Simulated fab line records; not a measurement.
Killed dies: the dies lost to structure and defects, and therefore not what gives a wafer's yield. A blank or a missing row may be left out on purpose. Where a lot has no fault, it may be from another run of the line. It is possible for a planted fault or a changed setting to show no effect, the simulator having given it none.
A single fault, viewed from 2 desks ; flow sky130 ; every desk sees just its own numbers, and what lay behind them comes last

== METROLOGY DESK ==
What the gauges read, lot by lot, whatever tool the lot ran on: means of the sampled wafers that have a number. Marked OUT: a lot whose mean sits more than 4 standard deviations from the usual mean, which makes it out of limits; the brackets give that distance.
Columns: A = LDD_HVP_TW at SKY_LDD_HVP_TW_MEAS_10, usual 458.5; B = LI_CONTACT_HDPCVD_THK at SKY_LI_CONTACT_THK_MEAS_01, usual 930 nm; C = CONTACT_OVL at SKY_CONTACT_OVL_MEAS_15, usual -3 nm
lot;first seen here;A;B;C
L130;day 21 12:00;460.0;930;-3
L131;day 22 01:35;463.7;935;-3
L133;day 22 13:28;459.4;910;-4
L134;day 23 17:43;459.2;944;2
L135;day 24 02:11;459.3;936;-8
L137;day 24 13:57;463.3;929;-9
L143;day 26 15:38;460.3;926;-6
L146;day 27 18:13;455.5;939;-8
L148;day 28 00:23;457.3;937;0
L149;day 28 07:39;456.6;931;-7
L151;day 28 19:03;461.0;926;3
L152;day 29 12:38;459.9;922;-4
L153;day 29 15:53;454.0;926;0
This desk found nothing out of limits on any of the 13 lots.

== AT THE TOOL OWNER'S DESK: litho track-03 ==
The tool's own readings at SKY_NWELL_COAT_18 (resist thk 3000 nm): means of the sampled wafers that have a number, for each lot that ran on this tool. Marked OUT: a lot whose mean sits more than 4 standard deviations from the usual mean, which makes it out of limits; the brackets give that distance.
Columns: A = dispense pressure kPa at SKY_NWELL_COAT_18, usual 50 kPa
lot;first seen here;A
L131;day 5 04:28;42
L133;day 5 13:18;42
L143;day 8 10:31;42
L146;day 8 23:55;42
This desk found nothing out of limits on any of the 4 lots.

== TAKEN TOGETHER ==
Nothing out of limits was seen by the metrology desk.
The desk of the tool owner found nothing out of limits.

== WHAT WAS PUT IN BY THE SIMULATOR ==
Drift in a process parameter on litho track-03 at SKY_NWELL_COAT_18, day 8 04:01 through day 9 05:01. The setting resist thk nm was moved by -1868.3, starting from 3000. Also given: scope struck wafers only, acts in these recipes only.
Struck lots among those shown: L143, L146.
